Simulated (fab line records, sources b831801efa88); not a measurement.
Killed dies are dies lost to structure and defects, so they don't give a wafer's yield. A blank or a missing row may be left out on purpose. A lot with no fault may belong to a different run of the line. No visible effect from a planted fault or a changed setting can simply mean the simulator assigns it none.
8D (eight disciplines) problem report, filled in by code -- flow sky130 -- the parts of the form that need people (team, actions taken, sign-off) are left out

== 1. PROBLEM STATEMENT ==
rotationDeg at SKY_LDD_N_IMPLANT_10 reads a mean of 275.64 degrees on 6 wafers of 2 lots; wafers without a fault read 203.00 degrees with a standard deviation of 0.042. So: +99 or more standard deviations from the usual mean.
Seen first at day 24 15:37 on implanter-01, wafer L454.1. The record holds 36 wafers of 12 lots with a number at this step. By rule, "out" or "out of limits" means more than 4 standard deviations away from the usual mean. The rest of the wafers with a number are treated as sound.

== 2. WHAT IT IS AND WHAT IT IS NOT ==
question,is,is not
which readings at this step,rotationDeg,-
which lots,"L454, L456","L436, L438, L440, L442, L443, L446, L447, L457, L458, L459"
which wafers of those lots,all that have a number,-
read on which tools,implanter-01,"implanter-02, implanter-03"
when,from day 24 15:37,"up to then (21 sound wafers); but 9 sound wafers of L457, L458, L459 came after"

== 3. THE SUSPECTS, EACH WITH WHAT RULES IT OUT ==
Counting: any tool at a process step up to the reading is kept as a suspect provided that every lot that is out went through it and no sound lot did after the first of them.
- implanter-01 at SKY_LDD_N_IMPLANT_10: kept. All lots that are out passed through it, beginning with L454 at day 24 15:37, and no sound lot followed; its final sound lot before that point was L447 at day 21 16:39. On those wafers its own readings are out: rotationDeg.
Remaining after the count: implanter-01 at SKY_LDD_N_IMPLANT_10.

== 4. THE CAUSE (what the simulator had put in) ==
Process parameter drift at SKY_LDD_N_IMPLANT_10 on implanter-01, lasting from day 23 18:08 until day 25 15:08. Setting rotationDeg shifted by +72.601 from 203. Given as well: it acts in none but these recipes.
Only this tool survived the counting.

== 5. THE EFFECT CHAIN, in route order ==
Rows list readings where the struck wafers' mean (over those with a number) sits beyond 3 standard deviations from the usual. Only readings whose record carries a usual standard deviation are examined. hours: median over the lots of the time between each lot's start at the first step of this table that gives one and its start at this step. sigmas: the change, counted in usual standard deviations.
hours,step,reading,usual,on struck wafers,change,sigmas
0,SKY_LDD_N_IMPLANT_10,rotationDeg,203.00 degrees,275.64,+72.64,+99 or more
Its process steps:
- SKY_LDD_N_IMPLANT_10
Later measuring or inspecting steps at which every struck wafer that the step has a row for has a number for every such reading, and none has moved that far: SKY_CONTACT_THK_MEAS_03.

== 6. HOW IT WOULD HAVE BEEN CAUGHT EARLIER ==
In this record no reading fell out of limits until day 24 15:37, 21 hours after the fault had begun at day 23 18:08.
